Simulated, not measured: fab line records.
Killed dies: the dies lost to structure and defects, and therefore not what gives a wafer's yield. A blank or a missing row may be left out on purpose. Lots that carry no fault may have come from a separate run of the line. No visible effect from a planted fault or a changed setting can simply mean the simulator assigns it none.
Which tool did it? | flow sky130 | at 1 step of a route of 708, 11 lots with 33 wafers sampled

## WHAT EACH GAUGE READ, for each wafer
SKY_METAL4_CD_MEAS_13: target cd 300 nm. Usual: cd nm at 299.7 nm, with a standard deviation of 1.4.
lot  | measured     | on        | cd nm (nm)        | flag
L980 | day 42 14:44 | cd sem-02 | 300.7 299.6 299.8 |
L984 | day 43 10:46 | cd sem-01 | 299.7 300.6 301.3 |
L985 | day 43 16:40 | cd sem-01 | 299.5 299.4 299.4 |
L986 | day 44 03:55 | cd sem-01 | 297.7 299.0 300.3 |
L989 | day 45 01:17 | cd sem-01 | 300.2 298.1 299.1 |
L991 | day 45 11:56 | cd sem-01 | 299.3 299.9 298.9 |
L993 | day 45 20:14 | cd sem-02 | 301.5 301.9 300.7 |
L996 | day 46 15:45 | cd sem-01 | 298.9 297.9 297.4 |
L997 | day 46 19:06 | cd sem-01 | 299.8 300.1 299.0 |
L100 | day 47 12:56 | cd sem-02 | 298.8 298.2 297.7 |
L102 | day 48 05:24 | cd sem-02 | 300.4 300.9 300.4 |

## WHICH TOOL RAN EACH LOT (tool, then ch and the chambers of the sampled wafers, then the start)
The record holds no process step before these readings.

## WHAT THE TOOLS THEMSELVES READ (means of the sampled wafers that have a number; where no wafer has one, the mark that the record gives instead)
The record holds no such reading with a usual standard deviation.

## THE ANSWER, worked out from the rows above alone
Rule: lot off if the mean of its wafers having a number is beyond 3 standard deviations from the usual mean. A lot without any number at a reading at which 4 lots or more have one is off too. Where the step has rows for the other lots, those lots are counted as sound. First the gauges in route order, then the tools' own readings, where a lot's mean is used as printed above. The first step at which some lot is off is used, and at that step the reading that is off furthest; a lot without a number counts as furthest.
Across all readings shown, no lot is off: no conclusion can be drawn from this.

## WHAT WAS PUT IN BY THE SIMULATOR
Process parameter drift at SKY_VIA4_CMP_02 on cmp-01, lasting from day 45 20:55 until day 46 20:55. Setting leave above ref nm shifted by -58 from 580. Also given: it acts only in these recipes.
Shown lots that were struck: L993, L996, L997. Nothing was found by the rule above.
